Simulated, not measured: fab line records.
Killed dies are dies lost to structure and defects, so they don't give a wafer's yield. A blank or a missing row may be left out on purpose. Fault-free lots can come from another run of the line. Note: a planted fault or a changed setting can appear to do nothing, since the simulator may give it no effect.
Matching of chambers | flow sky130 | 4 sister chambers for SKY_FIELD_ISO_CMP_27 on cmp-02
The step polishes, stops on Si3N4, t overpolish 16 s, target thk 457.8 nm. 18 wafers are shown with their chamber, then 9 later ones without.

EACH WAFER AND ITS CHAMBER
wafer  | chamber | motor-current-A (A) | time-to-endpoint-s (s) | overpolish-run-s (s)
L760.1 | 1       | 12.2                | 118                    | 16.004
L760.2 | 3       | 12.2                | 112                    | 16.013
L760.3 | 2       | 13.9                | 122                    | 16.020
L764.1 | 3       | 12.2                | 112                    | 16.000
L764.2 | 2       | 13.3                | 121                    | 16.006
L764.5 | 0       | 10.9                | 123                    | 16.007
L770.3 | 1       | 12.8                | 106                    | 15.994
L770.4 | 0       | 10.5                | 112                    | 15.989
L770.6 | 0       | 10.8                | 110                    | 16.002
L773.1 | 2       | 13.4                | 108                    | 16.017
L773.3 | 3       | 11.9                | 102                    | 15.982
L773.4 | 1       | 12.1                | 105                    | 16.000
L776.2 | 3       | 12.2                | 100                    | 16.010
L776.3 | 2       | 13.4                | 108                    | 16.009
L776.4 | 0       | 11.3                | 111                    | 16.008
L778.2 | 1       | 12.5                | 109                    | 15.991
L778.3 | 0       | 10.6                | 116                    | 16.000
L778.6 | 1       | 12.5                | 106                    | 16.014

SIGNATURES (means of the wafers above)
reading            | chamber 0 | chamber 1 | chamber 2 | chamber 3 | scatter within a chamber
motor-current-A    | 10.820    | 12.420    | 13.500    | 12.125    | 0.265
time-to-endpoint-s | 114.40    | 108.80    | 114.75    | 106.50    | 6.17
overpolish-run-s   | 16.00120  | 16.00060  | 16.01300  | 16.00125  | 0.00954
Rule: for a wafer and a chamber, the distance is found by dividing, reading by reading, the gap between the wafer's reading and the chamber's mean by the reading's scatter, squaring, summing and taking the root. If the next closest chamber is less than 2 further off than the closest, the wafer can't be placed; otherwise it belongs to the closest. The scatter is the square root of a quotient: the sum, over the shown wafers, of each reading's squared deviation from its chamber's mean, divided by wafers minus chambers.

WAFERS WITHOUT THEIR CHAMBER
wafer  | motor-current-A (A) | time-to-endpoint-s (s) | overpolish-run-s (s)
L779.1 | 13.5                | 113                    | 16.005
L779.3 | 12.1                | 106                    | 16.002
L779.5 | 12.4                | 111                    | 15.989
L780.2 | 11.9                | 105                    | 15.990
L780.3 | 13.2                | 115                    | 15.991
L780.5 | 13.7                | 113                    | 16.000
L783.1 | 12.4                | 115                    | 16.009
L783.4 | 12.1                | 104                    | 16.009
L783.5 | 11.9                | 114                    | 15.995

THE CHAMBER EACH PASSED THROUGH
wafer  | from the rows above          | in truth
L779.1 | 2                            | 2
L779.3 | can't be placed: 3 or 1      | 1
L779.5 | can't be placed: 1 or 3      | 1
L780.2 | can't be placed: 3 or 1      | 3
L780.3 | can't be placed: 2 or 1 or 3 | 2
L780.5 | 2                            | 2
L783.1 | can't be placed: 1 or 3      | 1
L783.4 | can't be placed: 3 or 1      | 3
L783.5 | can't be placed: 3 or 1      | 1
Correctly placed: 2 of 9. Can't be placed from these rows: 7 (the true chamber is among the candidates in 7). Number placed wrongly: 0.
